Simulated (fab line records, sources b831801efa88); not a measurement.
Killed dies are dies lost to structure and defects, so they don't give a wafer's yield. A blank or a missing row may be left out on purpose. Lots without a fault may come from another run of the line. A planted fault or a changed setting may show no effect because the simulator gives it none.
One fault seen from 2 desks | flow gf180mcu | each desk has only its own numbers; what lay behind them comes last

THE TOOL OWNER'S DESK: hdpcvd-01
The tool's own readings at GF_V4_CVD_00 (deposits SiO2, target thk 600 nm, time 100 s): means of the sampled wafers that have a number, for each lot that ran on this tool. A lot is out of limits, marked OUT, if its mean lies more than 4 standard deviations from the usual mean; the brackets give that distance.
Columns: A = sih4_flow_sccm at GF_V4_CVD_00, usual 60.00 sccm
lot  | first seen here | A
L722 | day 26 08:41    | 60.16
L726 | day 27 12:45    | 59.89
L731 | day 29 02:17    | 59.90
L733 | day 29 06:25    | 29.97 (-99 or more) OUT
L732 | day 29 08:40    | 30.00 (-99 or more) OUT
L734 | day 29 13:27    | 30.04 (-99 or more) OUT
This desk's finding: out of limits on L732, L733, L734; first on L733, day 29 06:25 (sih4_flow_sccm at GF_V4_CVD_00). In limits: L722, L726, L731.

THE METROLOGY DESK
What the gauges read, lot by lot, whatever tool the lot ran on: means of the sampled wafers that have a number. A lot is out of limits, marked OUT, if its mean lies more than 4 standard deviations from the usual mean; the brackets give that distance.
Columns: A = cd_nm at GF_V3_CD_MEAS_14, usual 260.3 nm; B = V3_OVL at GF_V3_OVL_MEAS_15, usual -4 nm; C = V4_CVD_00_THK at GF_V4_THK_MEAS_01, usual 600 nm; D = cd_nm at GF_V4_CD_MEAS_14, usual 260.2 nm
lot  | first seen here | A     | B   | C             | D
L715 | day 22 14:02    | 260.4 | -8  | 603           | 259.6
L716 | day 23 01:07    | 261.7 | -3  | 590           | 260.2
L717 | day 23 05:54    | 260.8 | -6  | 596           | 262.0
L719 | day 23 17:37    | 259.7 | 1   | 602           | 261.2
L722 | day 25 09:14    | 262.5 | -9  | 601           | 259.7
L723 | day 25 10:23    | 259.9 | -7  | 593           | 259.6
L724 | day 25 22:20    | 259.8 | -13 | 591           | 260.0
L726 | day 26 13:55    | 261.3 | -6  | 606           | 258.3
L731 | day 28 03:46    | 261.5 | -8  | 609           | 259.0
L733 | day 28 08:16    | 258.9 | 4   | 303 (-45) OUT | 260.8
L732 | day 28 11:19    | 257.8 | -0  | 296 (-46) OUT | 259.7
L734 | day 28 16:02    | 260.0 | 1   | 309 (-44) OUT | 261.8
L736 | day 29 02:32    | 260.9 | -6  | 600           | 260.0
L738 | day 29 11:43    | 260.5 | -4  | 595           | 259.2
This desk's finding: out of limits on L732, L733, L734; first on L733, day 29 06:30 (V4_CVD_00_THK at GF_V4_THK_MEAS_01). In limits: L715, L716, L717, L719, L722, L723, L724, L726, L731, L736, L738.

PUT TOGETHER
The tool owner's desk could have raised an alarm at day 29 06:25, on L732, L733, L734.
The metrology desk could have raised an alarm at day 29 06:30, on L732, L733, L734.
Of the lots named, all ran GF_V4_CVD_00 on hdpcvd-01.

WHAT THE SIMULATOR HAD PUT IN
Process parameter drift: hdpcvd-01, from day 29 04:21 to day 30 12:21, at GF_V4_CVD_00. Setting sih4_flow_sccm, moved by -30, from 60. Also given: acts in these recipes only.
Lots struck among those shown: L732, L733, L734.
Hours from the fault's start to each desk's first reading out of limits: the tool owner's desk, 2; the metrology desk, 2.
